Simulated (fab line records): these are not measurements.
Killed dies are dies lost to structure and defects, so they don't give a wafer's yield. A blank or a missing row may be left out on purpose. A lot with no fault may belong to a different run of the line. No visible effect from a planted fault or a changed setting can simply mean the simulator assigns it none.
fab line records + flow sky130
record
- lots=13
- wafers=39
- lastDay=50
route steps=708 shown SONOS_ONO@182 GATE_OXIDE@188 POLY_GATE@228 SD_N@350
lots with no fault: from the same line, run without faults
startH: the number of hours between the record's first day and the start of the first shown wafer of the lot + waitH: hours elapsed since this lot's preceding step + " the same as in the row above + L1.1+2: several wafers, shown together as one row + - no value, or no start was given + * or withheld: withheld + < > ~ a bound
route shown NAME@n: names a module that has steps shown in the file, with the first one's number in the route + usual: the fault-free wafers' mean and standard deviation + same: alike in all rows + chamber/n: place in a boat + sites: readings site by site + _std_site: standard deviation across them + _edge_site: outer sites' mean less inner sites' + radiusMm: how far each site lies from the wafer's centre + mask NAME#n: copy n + behind: the last tool/chamber to shape the wafer + hold: reason for holding the lot/hours on hold/outcome of the hold + device: names the non-switching transistor (n, p or np) + end of line: the same wafers' tests at the end of the route + a step given without rows: its recipe and nothing more + killed: the dies lost at the first sort to structure and to defects; this is not the yield of the wafer + map: a wafer's dies, x killed, . not, _ none there
set.NAME: the setting that was run; set.NAME@STEP: the one run at that earlier step + model.NAME: the simulator's own value behind a step, which no gauge read
the route's steps for a sample of lots (tables are steps, rows are wafers)
services: a tool's chamber out of use, with start hour (startH, from the record's first day; less than 0 if before it), hours out, and reason
## steps
# step SKY_SONOS_ONO_OVL_MEAS_14
# usual
- SONOS_ONO_OVL=0.3/1.4
| lot.wafer | tool       | chamber | startH | waitH | SONOS_ONO_OVL[nm] |
|-----------|------------|---------|--------|-------|-------------------|
| L807.1    | overlay-02 | -       | 278.82 | 0.1   | 0.8               |
| L807.3    | "          | -       | "      | "     | 1.6               |
| L807.5    | "          | -       | "      | "     | -0.2              |
| L808.2    | overlay-02 | -       | 286.48 | 0.1   | 2.8               |
| L808.3    | "          | -       | "      | "     | 1.1               |
| L808.5    | "          | -       | "      | "     | 1.6               |
| L812.3    | overlay-01 | -       | 317.58 | 0.1   | -2.3              |
| L812.4    | "          | -       | "      | "     | -0.9              |
| L812.6    | "          | -       | "      | "     | -0.1              |
| L813.1    | overlay-02 | -       | 337.07 | 0.1   | 0.9               |
| L813.2    | "          | -       | "      | "     | 2.1               |
| L813.4    | "          | -       | "      | "     | -0.3              |
| L816.4    | overlay-02 | -       | 355.14 | 0.1   | 2.6               |
| L816.5    | "          | -       | "      | "     | 1.9               |
| L816.6    | "          | -       | "      | "     | 1.5               |
| L817.3    | overlay-02 | -       | 355.78 | 0.1   | 1.7               |
| L817.5    | "          | -       | "      | "     | 2.0               |
| L817.6    | "          | -       | "      | "     | 1.9               |
| L821.4    | overlay-01 | -       | 388.63 | 0.1   | -1.6              |
| L821.5    | "          | -       | "      | "     | 1.1               |
| L821.6    | "          | -       | "      | "     | -0.2              |
| L822.2    | overlay-01 | -       | 403.87 | 0.1   | 1.1               |
| L822.4    | "          | -       | "      | "     | 0.9               |
| L822.5    | "          | -       | "      | "     | 0.3               |
| L825.1    | overlay-02 | -       | 428.66 | 0.1   | 2.3               |
| L825.3    | "          | -       | "      | "     | 2.8               |
| L825.6    | "          | -       | "      | "     | 2.5               |
| L826.2    | overlay-02 | -       | 431.27 | 0.1   | 1.3               |
| L826.5    | "          | -       | "      | "     | -0.1              |
| L826.6    | "          | -       | "      | "     | 2.1               |
| L827.2    | overlay-01 | -       | 444.27 | 0.1   | 1.2               |
| L827.3    | "          | -       | "      | "     | -0.1              |
| L827.4    | "          | -       | "      | "     | 0.5               |
| L828.1    | overlay-02 | -       | 452.04 | 0.1   | -0.8              |
| L828.4    | "          | -       | "      | "     | -0.5              |
| L828.6    | "          | -       | "      | "     | -1.6              |
| L829.2    | overlay-01 | -       | 459.67 | 0.1   | -1.8              |
| L829.3    | "          | -       | "      | "     | -0.5              |
| L829.6    | "          | -       | "      | "     | 0.1               |
# step SKY_GATE_OXIDE_OXIDATION_01
# recipe
- tempC=900
- ambient=O2
- stabiliseS=600
- purgeS=300
- targetThkA=102.68
- oxTimeS=1473
# usual
- oxTempC=900.0/0.43
- spikeTcCentreC=900.9/1.5
| lot.wafer | tool       | chamber | startH | waitH | oxTempC | spikeTcCentreC |
|-----------|------------|---------|--------|-------|---------|----------------|
| L807.1    | furnace-02 | 0       | 279.19 | 0.0   | 899.8   | 901.2          |
| L807.3    | "          | 0       | "      | "     | 900.2   | 898.8          |
| L807.5    | "          | 0       | "      | "     | 900.7   | 900.5          |
| L808.2    | furnace-01 | 0       | 286.83 | 0.0   | 900.2   | 904.0          |
| L808.3    | "          | 0       | "      | "     | 900.0   | 902.3          |
| L808.5    | "          | 0       | "      | "     | 900.7   | 901.2          |
| L812.3    | furnace-02 | 0       | 320.53 | 2.6   | 899.9   | 899.7          |
| L812.4    | "          | 0       | "      | "     | 899.5   | 901.7          |
| L812.6    | "          | 0       | "      | "     | 899.6   | 901.4          |
| L813.1    | furnace-02 | 0       | 338.04 | 0.6   | 899.9   | 901.8          |
| L813.2    | "          | 0       | "      | "     | 899.5   | 899.9          |
| L813.4    | "          | 0       | "      | "     | 899.9   | 897.9          |
| L816.4    | furnace-01 | 0       | 356.63 | 1.2   | 900.1   | 901.5          |
| L816.5    | "          | 0       | "      | "     | 900.6   | 901.4          |
| L816.6    | "          | 0       | "      | "     | 900.5   | 899.9          |
| L817.3    | furnace-01 | 0       | 356.63 | 0.5   | 899.4   | 902.5          |
| L817.5    | "          | 0       | "      | "     | 899.9   | 902.7          |
| L817.6    | "          | 0       | "      | "     | 899.7   | 902.3          |
| L821.4    | furnace-02 | 0       | 390.97 | 2.0   | 900.5   | 900.2          |
| L821.5    | "          | 0       | "      | "     | 900.0   | 899.3          |
| L821.6    | "          | 0       | "      | "     | 900.8   | 898.2          |
| L822.2    | furnace-02 | 0       | 404.31 | 0.1   | 899.4   | 898.4          |
| L822.4    | "          | 0       | "      | "     | 899.6   | 899.8          |
| L822.5    | "          | 0       | "      | "     | 899.5   | 899.4          |
| L825.1    | furnace-02 | 0       | 429.01 | 0.0   | 899.6   | 899.2          |
| L825.3    | "          | 0       | "      | "     | 900.1   | 898.7          |
| L825.6    | "          | 0       | "      | "     | 899.7   | 900.4          |
| L826.2    | furnace-01 | 0       | 432.78 | 1.2   | 900.5   | 901.1          |
| L826.5    | "          | 0       | "      | "     | 900.1   | 902.9          |
| L826.6    | "          | 0       | "      | "     | 900.4   | 900.9          |
| L827.2    | furnace-02 | 0       | 444.66 | 0.0   | 898.9   | 900.2          |
| L827.3    | "          | 0       | "      | "     | 900.2   | 899.1          |
| L827.4    | "          | 0       | "      | "     | 899.4   | 899.0          |
| L828.1    | furnace-01 | 0       | 453.39 | 1.0   | 899.5   | 902.6          |
| L828.4    | "          | 0       | "      | "     | 899.9   | 901.1          |
| L828.6    | "          | 0       | "      | "     | 900.8   | 903.0          |
| L829.2    | furnace-01 | 0       | 460.01 | 0.0   | 900.5   | 902.2          |
| L829.3    | "          | 0       | "      | "     | 900.3   | 902.5          |
| L829.6    | "          | 0       | "      | "     | 900.1   | 901.3          |
# step SKY_GATE_OXIDE_THK_MEAS_02
# recipe
- reads=SiO2_of_GATE_OXIDE_OXIDATION_01
# usual
- GATE_OXIDE_OXIDATION_00_THK=10.22/0.19
| lot.wafer | tool         | chamber | startH | waitH | GATE_OXIDE_OXIDATION_00_THK[nm] |
|-----------|--------------|---------|--------|-------|---------------------------------|
| L807.1    | filmMetro-03 | -       | 280.60 | 0.0   | 10.11                           |
| L807.3    | "            | -       | "      | "     | 10.17                           |
| L807.5    | "            | -       | "      | "     | 10.13                           |
| L808.2    | filmMetro-04 | -       | 288.25 | 0.0   | 9.89                            |
| L808.3    | "            | -       | "      | "     | 10.08                           |
| L808.5    | "            | -       | "      | "     | 9.97                            |
| L812.3    | filmMetro-04 | -       | 321.96 | 0.0   | 10.25                           |
| L812.4    | "            | -       | "      | "     | 10.22                           |
| L812.6    | "            | -       | "      | "     | 10.14                           |
| L813.1    | filmMetro-04 | -       | 339.45 | 0.0   | 10.39                           |
| L813.2    | "            | -       | "      | "     | 10.29                           |
| L813.4    | "            | -       | "      | "     | 10.22                           |
| L817.3    | filmMetro-03 | -       | 358.06 | 0.0   | 8.93                            |
| L817.5    | "            | -       | "      | "     | 8.97                            |
| L817.6    | "            | -       | "      | "     | 8.82                            |
| L816.4    | filmMetro-04 | -       | 358.07 | 0.0   | 8.84                            |
| L816.5    | "            | -       | "      | "     | 8.75                            |
| L816.6    | "            | -       | "      | "     | 8.91                            |
| L821.4    | filmMetro-04 | -       | 392.41 | 0.0   | 10.35                           |
| L821.5    | "            | -       | "      | "     | 10.30                           |
| L821.6    | "            | -       | "      | "     | 10.48                           |
| L822.2    | filmMetro-04 | -       | 405.72 | 0.0   | 10.06                           |
| L822.4    | "            | -       | "      | "     | 9.87                            |
| L822.5    | "            | -       | "      | "     | 10.13                           |
| L825.1    | filmMetro-04 | -       | 430.42 | 0.0   | 10.54                           |
| L825.3    | "            | -       | "      | "     | 10.49                           |
| L825.6    | "            | -       | "      | "     | 10.38                           |
| L826.2    | filmMetro-03 | -       | 434.20 | 0.0   | 10.24                           |
| L826.5    | "            | -       | "      | "     | 10.30                           |
| L826.6    | "            | -       | "      | "     | 10.31                           |
| L827.2    | filmMetro-02 | -       | 446.08 | 0.0   | 10.55                           |
| L827.3    | "            | -       | "      | "     | 10.51                           |
| L827.4    | "            | -       | "      | "     | 10.29                           |
| L828.1    | filmMetro-04 | -       | 454.80 | 0.0   | 10.15                           |
| L828.4    | "            | -       | "      | "     | 10.30                           |
| L828.6    | "            | -       | "      | "     | 10.31                           |
| L829.2    | filmMetro-03 | -       | 461.43 | 0.0   | 10.53                           |
| L829.3    | "            | -       | "      | "     | 10.30                           |
| L829.6    | "            | -       | "      | "     | 10.48                           |
# step SKY_POLY_GATE_OVL_MEAS_14
# usual
- POLY_GATE_OVL=2/5.8
| lot.wafer | tool       | chamber | startH | waitH | POLY_GATE_OVL[nm] |
|-----------|------------|---------|--------|-------|-------------------|
| L807.1    | overlay-02 | -       | 369.52 | 0.1   | 5                 |
| L807.3    | "          | -       | "      | "     | 9                 |
| L807.5    | "          | -       | "      | "     | 6                 |
| L808.2    | overlay-02 | -       | 374.87 | 0.1   | 13                |
| L808.3    | "          | -       | "      | "     | 11                |
| L808.5    | "          | -       | "      | "     | 9                 |
| L812.3    | overlay-02 | -       | 411.50 | 0.1   | 6                 |
| L812.4    | "          | -       | "      | "     | -3                |
| L812.6    | "          | -       | "      | "     | 0                 |
| L813.1    | overlay-01 | -       | 439.36 | 0.1   | -6                |
| L813.2    | "          | -       | "      | "     | 3                 |
| L813.4    | "          | -       | "      | "     | -4                |
| L816.4    | overlay-02 | -       | 451.58 | 0.1   | -1                |
| L816.5    | "          | -       | "      | "     | 4                 |
| L816.6    | "          | -       | "      | "     | -2                |
| L817.3    | overlay-01 | -       | 451.93 | 0.1   | 2                 |
| L817.5    | "          | -       | "      | "     | -4                |
| L817.6    | "          | -       | "      | "     | 0                 |
| L821.4    | overlay-01 | -       | 488.74 | 0.1   | -4                |
| L821.5    | "          | -       | "      | "     | 5                 |
| L821.6    | "          | -       | "      | "     | 8                 |
| L822.2    | overlay-01 | -       | 502.12 | 0.1   | -6                |
| L822.4    | "          | -       | "      | "     | -9                |
| L822.5    | "          | -       | "      | "     | 1                 |
| L825.1    | overlay-01 | -       | 527.56 | 0.1   | 6                 |
| L825.3    | "          | -       | "      | "     | 1                 |
| L825.6    | "          | -       | "      | "     | 3                 |
| L826.2    | overlay-02 | -       | 532.12 | 0.1   | 8                 |
| L826.5    | "          | -       | "      | "     | 8                 |
| L826.6    | "          | -       | "      | "     | 6                 |
| L827.2    | overlay-02 | -       | 544.19 | 0.1   | 2                 |
| L827.3    | "          | -       | "      | "     | -11               |
| L827.4    | "          | -       | "      | "     | 12                |
| L828.1    | overlay-02 | -       | 552.11 | 0.1   | 2                 |
| L828.4    | "          | -       | "      | "     | 3                 |
| L828.6    | "          | -       | "      | "     | 9                 |
| L829.2    | overlay-02 | -       | 559.24 | 0.1   | 10                |
| L829.3    | "          | -       | "      | "     | -3                |
| L829.6    | "          | -       | "      | "     | 13                |
# step SKY_SD_N_OVL_MEAS_08
# usual
- SD_N_OVL=0.5/1.3
| lot.wafer | tool       | chamber | startH | waitH | SD_N_OVL[nm] |
|-----------|------------|---------|--------|-------|--------------|
| L807.1    | overlay-01 | -       | 648.31 | 0.1   | 0.0          |
| L807.3    | "          | -       | "      | "     | 0.4          |
| L807.5    | "          | -       | "      | "     | 0.2          |
| L808.2    | overlay-02 | -       | 651.82 | 0.1   | -1.4         |
| L808.3    | "          | -       | "      | "     | 0.4          |
| L808.5    | "          | -       | "      | "     | -1.4         |
| L812.3    | overlay-01 | -       | 684.17 | 0.1   | 2.0          |
| L812.4    | "          | -       | "      | "     | 1.9          |
| L812.6    | "          | -       | "      | "     | -0.2         |
| L813.1    | overlay-02 | -       | 721.31 | 0.1   | -0.5         |
| L813.2    | "          | -       | "      | "     | -0.9         |
| L813.4    | "          | -       | "      | "     | -0.4         |
| L816.4    | overlay-02 | -       | 723.04 | 0.1   | 2.0          |
| L816.5    | "          | -       | "      | "     | 0.9          |
| L816.6    | "          | -       | "      | "     | 3.4          |
| L817.3    | overlay-02 | -       | 724.27 | 0.1   | 1.7          |
| L817.5    | "          | -       | "      | "     | 3.1          |
| L817.6    | "          | -       | "      | "     | 1.9          |
| L821.4    | overlay-01 | -       | 754.48 | 0.1   | -2.0         |
| L821.5    | "          | -       | "      | "     | -0.4         |
| L821.6    | "          | -       | "      | "     | -1.6         |
| L822.2    | overlay-02 | -       | 770.82 | 0.1   | 2.1          |
| L822.4    | "          | -       | "      | "     | 1.2          |
| L822.5    | "          | -       | "      | "     | 2.7          |
| L825.1    | overlay-02 | -       | 786.36 | 0.1   | 0.6          |
| L825.3    | "          | -       | "      | "     | 2.2          |
| L825.6    | "          | -       | "      | "     | 0.0          |
| L826.2    | overlay-02 | -       | 788.77 | 0.1   | 1.5          |
| L826.5    | "          | -       | "      | "     | 2.1          |
| L826.6    | "          | -       | "      | "     | 1.0          |
| L827.2    | overlay-01 | -       | 804.47 | 0.1   | 0.9          |
| L827.3    | "          | -       | "      | "     | 0.1          |
| L827.4    | "          | -       | "      | "     | -0.4         |
| L828.1    | overlay-02 | -       | 807.12 | 0.1   | 1.1          |
| L828.4    | "          | -       | "      | "     | -0.5         |
| L828.6    | "          | -       | "      | "     | 0.6          |
| L829.2    | overlay-02 | -       | 815.07 | 0.1   | -0.5         |
| L829.3    | "          | -       | "      | "     | 1.1          |
| L829.6    | "          | -       | "      | "     | 0.6          |
## services
| tool       | chamber | startH | hours | kind   |
|------------|---------|--------|-------|--------|
| furnace-02 | -       | 359.00 | 14.8  | repair |
| furnace-02 | -       | 373.80 | 3.1   | pm     |
| furnace-01 | -       | 418.78 | 3.0   | pm     |
## key
firstSign
- step=SKY_GATE_OXIDE_THK_MEAS_02
- reading=GATE_OXIDE_OXIDATION_00_THK
- direction=down
- sigmas=7.1
- usual=10.22
- struck=8.87
effect none on later readings
metAt SKY_GATE_OXIDE_OXIDATION_01
struckLots L816,L817
testerLeftOut L816,L817
notActingAt SKY_SONOS_ONO_OVL_MEAS_14,SKY_POLY_GATE_OVL_MEAS_14,SKY_SD_N_OVL_MEAS_08
onsetBetween 286.83 356.63
fault
- kind=processParameterDrift
- tool=furnace-01
- chamber=-
- onsetH=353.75
- steps=SKY_GATE_OXIDE_OXIDATION_01
- channel=oxTimeS
- offset=*
- shape=step
- endH=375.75
- actsIn=*
- stated=*
# testerLeftOut: of these lots the tester's yield and bins aren't shown, on N5 and GAA mostly nor the transistor test; their killed dies are dies lost to structure and defects alone, not to doping, threshold or leakage, so they don't give the yield
